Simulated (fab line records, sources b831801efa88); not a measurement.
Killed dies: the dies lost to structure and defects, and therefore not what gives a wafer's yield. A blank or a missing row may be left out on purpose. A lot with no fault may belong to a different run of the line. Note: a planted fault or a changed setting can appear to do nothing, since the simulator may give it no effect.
Which tool did it? / flow sky130 / 31 wafers sampled from 11 lots at 1 step of a route of 708

## WHAT THE GAUGES SHOWED, per wafer
SKY_LOCAL_INTERCONNECT_OVL_MEAS_12.
lot=L725; measured=day 31 01:09; on=overlay-02; LOCAL_INTERCONNECT_OVL (nm)=-1 -3 -4
lot=L730; measured=day 32 01:47; on=overlay-02; LOCAL_INTERCONNECT_OVL (nm)=-8 -10 -9
lot=L728; measured=day 32 03:05; on=overlay-02; LOCAL_INTERCONNECT_OVL (nm)=-1 -4 -8
lot=L734; measured=day 34 04:01; on=overlay-02; LOCAL_INTERCONNECT_OVL (nm)=-7 -11 -9
lot=L736; measured=day 34 09:56; on=overlay-02; LOCAL_INTERCONNECT_OVL (nm)=-14 -15 -17
lot=L739; measured=day 35 08:25; on=overlay-01; LOCAL_INTERCONNECT_OVL (nm)=-5 -13
lot=L738; measured=day 35 12:15; on=overlay-02; LOCAL_INTERCONNECT_OVL (nm)=-4 2
lot=L743; measured=day 36 08:54; on=overlay-02; LOCAL_INTERCONNECT_OVL (nm)=-3 -7 -11
lot=L745; measured=day 36 22:32; on=overlay-01; LOCAL_INTERCONNECT_OVL (nm)=-13 -16 -12
lot=L748; measured=day 37 14:24; on=overlay-01; LOCAL_INTERCONNECT_OVL (nm)=0 -8 -7
lot=L747; measured=day 37 16:46; on=overlay-02; LOCAL_INTERCONNECT_OVL (nm)=-8 -7 -12

## WHICH TOOL RAN EACH LOT (tool, then ch and the chambers of the sampled wafers, then the start)
No process step before these readings appears in the record.

## AS READ BY THE TOOLS THEMSELVES (means over the sampled wafers that have a number; for cases with no such wafer, the mark the record gives instead)
The record holds no such reading with a usual standard deviation.

## THE ANSWER, worked out from the rows above alone
Rule: what is usual is taken from the lots themselves. Put in order of their means at a reading, lots are off if they are a third of the lots or fewer, leave a main group of 4 or more, and stand apart from it by a gap of 3 or more times the standard deviation of the main group's means; of several such gaps the widest counts. The tables above print the reading to a certain number of digits; a main group whose means all agree to those digits is not used. Also off: a lot with no number at a reading for which 4 or more lots have one. The other lots that the step has rows for count as sound. Order of review: gauges by route order, followed by the tools' own readings, for which a lot's mean as printed above is used. The first step at which some lot is off is used, and at that step the reading that is off furthest; a lot without a number counts as furthest.
Across all readings shown, no lot is off: no conclusion can be drawn from this.

## WHAT WAS PUT IN BY THE SIMULATOR
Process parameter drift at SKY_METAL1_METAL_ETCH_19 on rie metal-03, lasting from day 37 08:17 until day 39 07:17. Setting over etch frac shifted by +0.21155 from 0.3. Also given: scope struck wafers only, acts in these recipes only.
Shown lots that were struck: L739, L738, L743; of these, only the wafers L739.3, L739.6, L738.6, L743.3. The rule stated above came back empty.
